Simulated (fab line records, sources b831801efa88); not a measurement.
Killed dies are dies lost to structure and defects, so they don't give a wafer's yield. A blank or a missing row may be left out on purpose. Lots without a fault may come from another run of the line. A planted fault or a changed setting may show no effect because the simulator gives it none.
Which tool did it? | flow gf180mcu | 13 lots, 39 wafers sampled, at 4 steps of a route of 602

WHAT THE GAUGES READ, wafer by wafer
GF_STI_THK_MEAS_24. Usual: STI_CVD_23_THK 651 nm, standard deviation 6.2.
lot  | measured    | on            | STI_CVD_23_THK (nm) | flag
L605 | day 2 03:49 | film_metro-01 | 641 647 649         |
L608 | day 2 20:31 | film_metro-02 | 649 652 652         |
L609 | day 3 00:32 | film_metro-03 | 646 646 643         |
L610 | day 3 05:38 | film_metro-02 | 657 648 644         |
L614 | day 4 02:29 | film_metro-01 | 649 651 649         |
L615 | day 4 06:22 | film_metro-01 | 664 651 656         |
L619 | day 5 04:04 | film_metro-03 | 662 662 664         |
L620 | day 5 09:23 | film_metro-01 | 656 659 669         |
L621 | day 5 14:33 | film_metro-01 | 654 648 648         |
L624 | day 6 06:23 | film_metro-03 | 645 649 661         |
L625 | day 6 12:29 | film_metro-01 | 647 646 647         |
L627 | day 6 21:44 | film_metro-03 | 647 653 657         |
L628 | day 7 01:44 | film_metro-01 | 647 641 644         |

GF_VT_IMPLANT_OVL_MEAS_18. Usual: VT_IMPLANT_01_OVL -1.3 nm, standard deviation 1.9.
lot  | measured     | on         | VT_IMPLANT_01_OVL (nm) | flag
L605 | day 6 04:55  | overlay-01 | 3.3 2.9 3.9            |
L608 | day 7 04:01  | overlay-01 | -1.4 -2.0 -2.7         |
L609 | day 7 06:24  | overlay-02 | -1.8 -2.2 -1.6         |
L610 | day 7 11:13  | overlay-01 | 0.3 -1.1 1.0           |
L614 | day 8 17:18  | overlay-02 | -3.1 -2.5 -4.6         |
L615 | day 8 21:49  | overlay-02 | -1.2 -3.7 -2.5         |
L619 | day 10 00:35 | overlay-02 | -1.3 0.1 -0.7          |
L620 | day 10 04:08 | overlay-02 | -3.6 -4.4 -2.8         |
L621 | day 10 11:01 | overlay-01 | 1.3 2.3 1.3            |
L624 | day 11 04:48 | overlay-01 | -0.8 -2.4 0.1          |
L625 | day 11 12:07 | overlay-02 | -1.4 -0.2 -1.6         |
L627 | day 12 01:16 | overlay-01 | -1.4 -2.9 -1.3         |
L628 | day 12 06:01 | overlay-01 | 0.5 0.6 1.9            |

GF_SAB_THK_MEAS_01. Usual: SAB_CVD_00_THK 50.2 nm, standard deviation 0.68.
lot  | measured     | on            | SAB_CVD_00_THK (nm) | flag
L605 | day 14 13:36 | film_metro-03 | 50.5 50.5 50.9      |
L608 | day 15 13:21 | film_metro-01 | 50.3 50.8 50.6      |
L609 | day 15 15:48 | film_metro-03 | 49.9 50.2 50.0      |
L610 | day 16 09:08 | film_metro-02 | 50.6 50.6 51.0      |
L614 | day 17 09:59 | film_metro-03 | 49.6 50.7 45.3      |
L615 | day 17 15:26 | film_metro-03 | 49.9 50.7 52.0      |
L619 | day 19 06:52 | film_metro-01 | 49.7 49.7 49.0      |
L620 | day 19 09:37 | film_metro-01 | 50.1 49.6 49.6      |
L621 | day 19 18:38 | film_metro-01 | 49.2 50.7 50.3      |
L624 | day 20 21:44 | film_metro-02 | 48.9 49.2 50.2      |
L625 | day 21 09:01 | film_metro-03 | 49.9 51.7 51.3      |
L627 | day 21 22:40 | film_metro-03 | 49.9 50.3 50.5      |
L628 | day 22 08:26 | film_metro-03 | 49.2 51.0 50.5      |

WHICH TOOL RAN EACH LOT (tool, then ch and the chambers of the sampled wafers, then the start)
lot  | GF_SAB_CVD_00
L605 | pecvd-01 ch 0,1,2, day 14 13:34
L608 | pecvd-03 ch 0,1, day 15 13:16
L609 | pecvd-03 ch 0,1, day 15 15:46
L610 | pecvd-03 ch 1,2, day 16 09:05
L614 | pecvd-03 ch 0,1,2, day 17 09:56
L615 | pecvd-01 ch 1,2, day 17 15:25
L619 | pecvd-01 ch 0,1,2, day 19 06:50
L620 | pecvd-04 ch 0,1, day 19 09:35
L621 | pecvd-01 ch 0,1,2, day 19 18:35
L624 | pecvd-03 ch 0,1,2, day 20 21:43
L625 | pecvd-04 ch 1,2, day 21 08:59
L627 | pecvd-03 ch 0,1,2, day 21 22:37
L628 | pecvd-04 ch 0,1,2, day 22 08:25
- GF_SAB_CVD_00: deposits SiO2 from TEOS, target thk 50 nm, time 4.9302 s.

WHAT THE TOOLS THEMSELVES READ (means of the sampled wafers that have a number; where no wafer has one, the mark that the record gives instead)
GF_SAB_CVD_00. Usual: heater_power_w 633 W, standard deviation 100; rf_fwd_power_W 586.8 W, standard deviation 2.4.
lot  | tool     | heater_power_w (W) | rf_fwd_power_W (W) | flag
L605 | pecvd-01 | 568                | 587.0              |
L608 | pecvd-03 | 565                | 585.6              |
L609 | pecvd-03 | 599                | 585.1              |
L610 | pecvd-03 | 601                | 589.5              |
L614 | pecvd-03 | 626                | 582.9              |
L615 | pecvd-01 | 586                | 585.4              |
L619 | pecvd-01 | 613                | 586.1              |
L620 | pecvd-04 | 711                | 586.7              |
L621 | pecvd-01 | 559                | 586.4              |
L624 | pecvd-03 | 600                | 585.0              |
L625 | pecvd-04 | 741                | 587.7              |
L627 | pecvd-03 | 600                | 586.8              |
L628 | pecvd-04 | 768                | 586.2              |

THE ANSWER, worked out from the rows above alone
Rule: a lot is off if the mean of its wafers that have a number lies more than 3 standard deviations from the usual mean. A lot without any number at a reading at which 4 lots or more have one is off too. The other lots that the step has rows for count as sound. The gauges are gone through in route order, then the tools' own readings, and for those a lot's mean is taken as printed above. The first step at which some lot is off is used, and at that step the reading that is off furthest; a lot without a number counts as furthest.
No lot is off at any reading shown: from this, nothing can be told.

WHAT THE SIMULATOR HAD PUT IN
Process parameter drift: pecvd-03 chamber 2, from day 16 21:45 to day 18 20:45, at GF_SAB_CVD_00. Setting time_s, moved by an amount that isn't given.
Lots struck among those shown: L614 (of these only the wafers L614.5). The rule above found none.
